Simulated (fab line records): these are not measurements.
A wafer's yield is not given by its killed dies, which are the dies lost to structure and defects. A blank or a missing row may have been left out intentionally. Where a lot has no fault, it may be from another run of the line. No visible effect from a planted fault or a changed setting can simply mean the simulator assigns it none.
The tool behind it: which one?    flow gf180mcu    7 lots with 20 wafers sampled at 2 steps, on a route of 602 steps

== WHAT EACH GAUGE READ, for each wafer ==
GF_HV_LDD_THK_MEAS_55.
lot   measured      on             HV_LDD_CVD_54_THK (nm)
L623  day 12 17:28  film_metro-03  10.14 10.25 10.08
L624  day 13 08:52  film_metro-01  10.04 10.03 10.35
L627  day 13 20:56  film_metro-02  10.12 10.11 10.14
L633  day 16 01:46  film_metro-01  9.98 9.81
L638  day 17 18:23  film_metro-02  10.06 10.06 10.23
L643  day 19 15:34  film_metro-03  9.96 9.78 9.92
L645  day 20 04:44  film_metro-01  9.87 9.90 9.88

== EACH LOT AND THE TOOL THAT RAN IT (in order: tool; ch and the chambers of the sampled wafers; start) ==
lot   GF_POLY_GATE_SOFTBAKE_06
L623  litho_track-03 ch 0, day 9 02:00
L624  litho_track-01 ch 0, day 9 16:00
L627  litho_track-02 ch 0, day 10 03:00
L633  litho_track-02 ch 0, day 12 00:00
L638  litho_track-01 ch 0, day 13 11:00
L643  litho_track-01 ch 0, day 14 23:00
L645  litho_track-03 ch 0, day 15 16:00
- GF_POLY_GATE_SOFTBAKE_06: time 60 s.

== THE ANSWER, worked out from the rows above alone ==
Rule: usual is defined by the lots themselves. The widest of any qualifying gaps counts: lots, ordered by their means at a reading, are off when they make up no more than a third of the lots, leave a main group of 4 or more, and stand apart from it by 3 or more times the standard deviation of that group's means. A main group whose means are all the same, to the digits that the tables above print for the reading, isn't used. A lot without any number at a reading at which 4 lots or more have one is off too. Where the step has rows for the other lots, those lots are counted as sound.
No lot is off on any of the readings shown, so nothing can be concluded from this.

== WHAT HAD BEEN PUT IN BY THE SIMULATOR ==
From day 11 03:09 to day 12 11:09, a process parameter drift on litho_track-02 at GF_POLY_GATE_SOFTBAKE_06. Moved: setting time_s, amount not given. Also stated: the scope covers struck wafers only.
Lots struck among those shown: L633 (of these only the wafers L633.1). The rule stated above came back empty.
